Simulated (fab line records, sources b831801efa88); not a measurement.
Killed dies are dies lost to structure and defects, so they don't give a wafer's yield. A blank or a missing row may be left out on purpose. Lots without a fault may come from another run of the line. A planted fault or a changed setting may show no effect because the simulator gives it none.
Which tool did it? | flow sky130 | 13 lots, 39 wafers sampled, at 4 steps of a route of 708

WHAT THE GAUGES READ, wafer by wafer
SKY_NWELL_THK_MEAS_02. Usual: NWELL_OXIDATION_THK 10.08 nm, standard deviation 0.21.
lot  | measured    | on            | NWELL_OXIDATION_THK (nm) | flag
L859 | day 2 12:28 | film_metro-02 | 10.38 10.33 10.28        |
L860 | day 2 19:55 | film_metro-03 | 10.24 10.29 10.17        |
L861 | day 3 00:05 | film_metro-01 | 10.07 9.94 9.95          |
L862 | day 3 04:11 | film_metro-01 | 10.40 10.32 10.41        |
L863 | day 3 10:35 | film_metro-02 | 10.03 9.82 9.78          |
L864 | day 3 19:37 | film_metro-02 | 9.85 9.98 9.80           |
L865 | day 3 22:32 | film_metro-01 | 10.31 10.53 10.41        |
L875 | day 5 22:52 | film_metro-01 | 11.27 11.32 11.38        | OFF
L876 | day 6 03:34 | film_metro-01 | 10.89 10.69 10.78        | OFF
L878 | day 6 13:02 | film_metro-03 | 10.19 10.30 10.23        |
L879 | day 6 18:15 | film_metro-03 | 10.00 10.12 10.14        |
L881 | day 7 06:10 | film_metro-03 | 10.15 10.10 10.00        |
L882 | day 7 11:02 | film_metro-03 | 10.07 9.99 9.99          |

SKY_DNWELL_TW_MEAS_09. Usual: DNWELL_TW 1116, standard deviation 9.8.
lot  | measured    | on            | DNWELL_TW      | flag
L859 | day 3 03:25 | film_metro-01 | 1125 1123 1133 |
L860 | day 3 11:57 | film_metro-01 | 1117 1117 1121 |
L861 | day 3 16:11 | film_metro-03 | 1132 1129 1127 |
L862 | day 3 20:37 | film_metro-02 | 1102 1099 1103 |
L863 | day 4 02:32 | film_metro-01 | 1103 1098 1100 |
L864 | day 4 12:37 | film_metro-03 | 1123 1133 1125 |
L865 | day 4 15:09 | film_metro-03 | 1123 1123 1129 |
L875 | day 6 17:54 | film_metro-01 | 1119 1115 1117 |
L876 | day 6 23:22 | film_metro-02 | 1111 1107 1110 |
L878 | day 7 09:16 | film_metro-03 | 1131 1132 1129 |
L879 | day 7 13:45 | film_metro-01 | 1103 1106 1104 |
L881 | day 8 02:37 | film_metro-01 | 1107 1104 1102 |
L882 | day 8 07:41 | film_metro-03 | 1116 1113 1114 |

SKY_VT_ADJUST_HVTR_OVL_MEAS_08. Usual: VT_ADJUST_HVTR_OVL 0.6 nm, standard deviation 1.1.
lot  | measured     | on         | VT_ADJUST_HVTR_OVL (nm) | flag
L859 | day 9 10:50  | overlay-01 | -0.1 -0.3 -1.2          |
L860 | day 9 22:10  | overlay-01 | -0.7 -1.7 0.8           |
L861 | day 10 02:58 | overlay-02 | 0.5 0.2 1.9             |
L862 | day 10 09:19 | overlay-01 | 1.0 0.5 -0.5            |
L863 | day 10 18:49 | overlay-01 | 0.7 1.0 0.5             |
L864 | day 11 07:56 | overlay-02 | 2.9 0.5 1.5             |
L865 | day 11 10:55 | overlay-01 | -0.4 -0.3 0.4           |
L875 | day 14 06:17 | overlay-01 | 1.3 0.4 1.5             |
L876 | day 14 13:05 | overlay-02 | 1.1 1.5 2.6             |
L878 | day 15 04:47 | overlay-01 | 0.0 0.9 1.4             |
L879 | day 15 10:09 | overlay-01 | 0.8 0.7 1.7             |
L881 | day 16 01:34 | overlay-01 | 2.3 0.7 1.6             |
L882 | day 16 11:38 | overlay-02 | 2.9 2.6 1.2             |

SKY_GATE_OXIDE_THK_MEAS_02. Usual: GATE_OXIDE_OXIDATION_00_THK 10.19 nm, standard deviation 0.25.
lot  | measured     | on            | GATE_OXIDE_OXIDATION_00_THK (nm) | flag
L859 | day 12 14:17 | film_metro-02 | 10.14 10.12 10.18                |
L860 | day 13 01:20 | film_metro-03 | 10.69 10.44 10.55                |
L861 | day 13 10:10 | film_metro-02 | 10.13 10.19 10.25                |
L862 | day 13 18:34 | film_metro-03 | 10.22 10.03 10.24                |
L863 | day 14 03:04 | film_metro-03 | 9.83 9.73 9.59                   |
L864 | day 14 18:59 | film_metro-02 | 10.50 10.44 10.27                |
L865 | day 15 02:26 | film_metro-01 | 10.21 10.27 10.23                |
L875 | day 18 02:47 | film_metro-02 | 10.23 10.21 10.23                |
L876 | day 18 11:58 | film_metro-01 | 10.69 10.62 10.75                |
L878 | day 19 05:47 | film_metro-03 | 10.01 9.67 9.84                  |
L879 | day 19 10:42 | film_metro-03 | 10.30 10.35 10.27                |
L881 | day 20 04:18 | film_metro-02 | 9.82 10.07 10.11                 |
L882 | day 20 15:04 | film_metro-01 | 10.15 9.78 9.97                  |

WHICH TOOL RAN EACH LOT (tool, then ch and the chambers of the sampled wafers, then the start)
The record holds no process step before these readings.

WHAT THE TOOLS THEMSELVES READ (means of the sampled wafers that have a number; where no wafer has one, the mark that the record gives instead)
The record holds no such reading with a usual standard deviation.

THE ANSWER, worked out from the rows above alone
Rule: a lot is off if the mean of its wafers that have a number lies more than 3 standard deviations from the usual mean. A lot without any number at a reading at which 4 lots or more have one is off too. The other lots that the step has rows for count as sound. The gauges are gone through in route order, then the tools' own readings, and for those a lot's mean is taken as printed above. The first step at which some lot is off is used, and at that step the reading that is off furthest; a lot without a number counts as furthest.
Off: L875, L876, at SKY_NWELL_THK_MEAS_02 (NWELL_OXIDATION_THK).
A tool fits if, at a process step before that reading, it ran every lot that is off, and no sound lot after the first of them. The gauges at SKY_NWELL_THK_MEAS_02 are tried like those tools. One fits: film_metro-01 at SKY_NWELL_THK_MEAS_02. Its last sound lot is L865 (day 3 22:32), its first lot that is off L875 (day 5 22:52): a fault that began between those two fits.

WHAT THE SIMULATOR HAD PUT IN
Metrology matching offset: film_metro-01, from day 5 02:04 on, at SKY_NWELL_THK_MEAS_02. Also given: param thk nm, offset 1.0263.
Lots struck among those shown: L875, L876. The rule above found the same.
